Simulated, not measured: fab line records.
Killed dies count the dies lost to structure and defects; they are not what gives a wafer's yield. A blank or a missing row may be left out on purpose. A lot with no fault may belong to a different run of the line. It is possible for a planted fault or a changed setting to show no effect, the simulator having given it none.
Which tool is to blame? + flow gf180mcu + Sampling: 13 lots, 39 wafers, 4 of 602 route steps

== WHAT EACH GAUGE READ, for each wafer ==
GF_DUAL_GATE_THK_MEAS_03.
| lot  | measured     | on           | DUAL_GATE_OXIDATION_00_THK (nm) |
|------|--------------|--------------|---------------------------------|
| L642 | day 7 16:28  | filmMetro-04 | 11.25 11.27 11.15               |
| L644 | day 8 08:15  | filmMetro-01 | 10.79 10.81 10.88               |
| L647 | day 8 21:16  | filmMetro-04 | 10.67 10.96 10.82               |
| L648 | day 9 05:23  | filmMetro-04 | 10.85 10.83 10.73               |
| L649 | day 9 09:37  | filmMetro-04 | 11.12 11.02 11.25               |
| L650 | day 9 19:27  | filmMetro-04 | 11.15 11.27 11.24               |
| L656 | day 11 08:17 | filmMetro-03 | 10.89 10.98 11.00               |
| L659 | day 12 06:51 | filmMetro-03 | 10.36 10.60 10.62               |
| L660 | day 12 14:47 | filmMetro-01 | 11.01 10.97 10.81               |
| L661 | day 12 22:19 | filmMetro-03 | 10.89 10.69 10.83               |
| L663 | day 13 19:58 | filmMetro-03 | 10.75 10.88 10.83               |
| L665 | day 14 03:42 | filmMetro-04 | 10.90 10.88 10.81               |
| L664 | day 14 06:34 | filmMetro-01 | 10.98 11.16 10.94               |

GF_HV_LDD_CD_MEAS_19 targets a cd of 400 nm.
| lot  | measured     | on       | cdNm (nm)         |
|------|--------------|----------|-------------------|
| L642 | day 10 17:50 | cdSem-01 | 402.0 398.9 401.6 |
| L644 | day 11 09:08 | cdSem-02 | 394.9 395.6 395.9 |
| L647 | day 12 02:44 | cdSem-02 | 398.9 399.0 398.9 |
| L648 | day 12 10:08 | cdSem-02 | 400.1 402.7 402.7 |
| L649 | day 12 20:00 | cdSem-02 | 400.5 397.7 396.6 |
| L650 | day 13 03:10 | cdSem-01 | 400.7 399.5 399.8 |
| L656 | day 14 23:59 | cdSem-01 | 401.5 403.1 399.2 |
| L659 | day 16 03:38 | cdSem-02 | 401.1 400.7 400.9 |
| L660 | day 16 07:14 | cdSem-01 | 398.2 398.2 395.9 |
| L661 | day 16 16:26 | cdSem-01 | 396.3 397.2 395.8 |
| L663 | day 17 16:26 | cdSem-02 | 402.4 402.0 401.2 |
| L665 | day 18 01:32 | cdSem-01 | 400.5 403.0 398.6 |
| L664 | day 18 05:14 | cdSem-01 | 401.6 401.3 401.4 |

== WHAT TOOL EACH LOT RAN ON (gives the tool, then ch and the chambers of the sampled wafers, and finally the start) ==
| lot  | GF_HV_LDD_COAT_02                | GF_HV_LDD_STRIP_10                  |
|------|----------------------------------|-------------------------------------|
| L642 | lithoTrack-01 ch 0, day 9 14:39  | plasmaAsher-03 ch 0,1, day 9 23:47  |
| L644 | lithoTrack-04 ch 0, day 10 06:02 | plasmaAsher-01 ch 0,1, day 10 15:20 |
| L647 | lithoTrack-03 ch 0, day 10 22:02 | plasmaAsher-02 ch 0,1, day 11 07:56 |
| L648 | lithoTrack-03 ch 0, day 11 05:50 | plasmaAsher-03 ch 0,1, day 11 15:10 |
| L649 | lithoTrack-03 ch 0, day 11 14:14 | plasmaAsher-02 ch 0,1, day 12 00:14 |
| L650 | lithoTrack-03 ch 0, day 11 22:03 | plasmaAsher-01 ch 0,1, day 12 07:47 |
| L656 | lithoTrack-04 ch 0, day 13 16:05 | plasmaAsher-02 ch 0,1, day 14 03:06 |
| L659 | lithoTrack-03 ch 0, day 14 17:59 | plasmaAsher-03 ch 0,1, day 15 05:37 |
| L660 | lithoTrack-04 ch 0, day 14 21:59 | plasmaAsher-02 ch 0,1, day 15 09:23 |
| L661 | lithoTrack-03 ch 0, day 15 07:14 | plasmaAsher-03 ch 0,1, day 15 18:05 |
| L663 | lithoTrack-03 ch 0, day 16 05:32 | plasmaAsher-02 ch 0,1, day 16 17:30 |
| L665 | lithoTrack-03 ch 0, day 16 14:38 | plasmaAsher-01 ch 0,1, day 17 02:44 |
| L664 | lithoTrack-04 ch 0, day 16 18:05 | plasmaAsher-02 ch 0,1, day 17 05:53 |
- GF_HV_LDD_COAT_02: resist thk 1000 nm.
- GF_HV_LDD_STRIP_10: strips in O2/N2.

== AS READ BY THE TOOLS THEMSELVES (means over the sampled wafers that have a number; for cases with no such wafer, the mark the record gives instead) ==
GF_HV_LDD_STRIP_10.
| lot  | tool           | drypumpMotorCurrentA (A) | heaterPowerW (W) | oesProductAu (a.u.) | platenTempC (C) | stripTimeToEndpointS (s) |
|------|----------------|--------------------------|------------------|---------------------|-----------------|--------------------------|
| L642 | plasmaAsher-03 | 5.5                      | 328              | 0.718               | 250.15          | 12.66                    |
| L644 | plasmaAsher-01 | 5.4                      | 352              | 0.717               | 250.13          | 12.69                    |
| L647 | plasmaAsher-02 | 6.1                      | 304              | 0.715               | 250.03          | 12.64                    |
| L648 | plasmaAsher-03 | 5.3                      | 308              | 0.715               | 249.98          | 12.66                    |
| L649 | plasmaAsher-02 | 6.2                      | 305              | 0.717               | 250.07          | 12.42                    |
| L650 | plasmaAsher-01 | 5.4                      | 349              | 0.718               | 250.02          | 12.50                    |
| L656 | plasmaAsher-02 | 6.1                      | 306              | 0.713               | 249.95          | 12.66                    |
| L659 | plasmaAsher-03 | 5.5                      | 327              | 0.716               | 250.12          | 12.65                    |
| L660 | plasmaAsher-02 | 6.2                      | 309              | 0.716               | 250.13          | 12.69                    |
| L661 | plasmaAsher-03 | 5.3                      | 308              | 0.718               | 250.05          | 12.68                    |
| L663 | plasmaAsher-02 | 5.7                      | 318              | 0.712               | 250.05          | 12.65                    |
| L665 | plasmaAsher-01 | 5.2                      | 326              | 0.717               | 250.02          | 12.66                    |
| L664 | plasmaAsher-02 | 6.2                      | 306              | 0.718               | 250.05          | 12.70                    |

== THE ANSWER, worked out from the rows above alone ==
Rule: the usual values come from the lots themselves. The widest of any qualifying gaps counts: lots, ordered by their means at a reading, are off when they make up no more than a third of the lots, leave a main group of 4 or more, and stand apart from it by 3 or more times the standard deviation of that group's means. Not used: any main group whose means are identical at the precision the tables above print for the reading. Also off: a lot with no number at a reading for which 4 or more lots have one. All remaining lots with rows at the step are treated as sound. The gauges are gone through in route order, then the tools' own readings, and for those a lot's mean is taken as printed above. At the first step where some lot is off, the reading lying furthest off is the one used; lots without a number count as furthest.
Off at GF_HV_LDD_STRIP_10 (stripTimeToEndpointS): L649, L650. The main group has a mean of 12.67 s with a standard deviation of 0.019.
A tool fits if, at that step or a process step before it, it ran every lot that is off, and no sound lot after the first of them. Not one of the candidates tried fits.

== WHAT HAD BEEN PUT IN BY THE SIMULATOR ==
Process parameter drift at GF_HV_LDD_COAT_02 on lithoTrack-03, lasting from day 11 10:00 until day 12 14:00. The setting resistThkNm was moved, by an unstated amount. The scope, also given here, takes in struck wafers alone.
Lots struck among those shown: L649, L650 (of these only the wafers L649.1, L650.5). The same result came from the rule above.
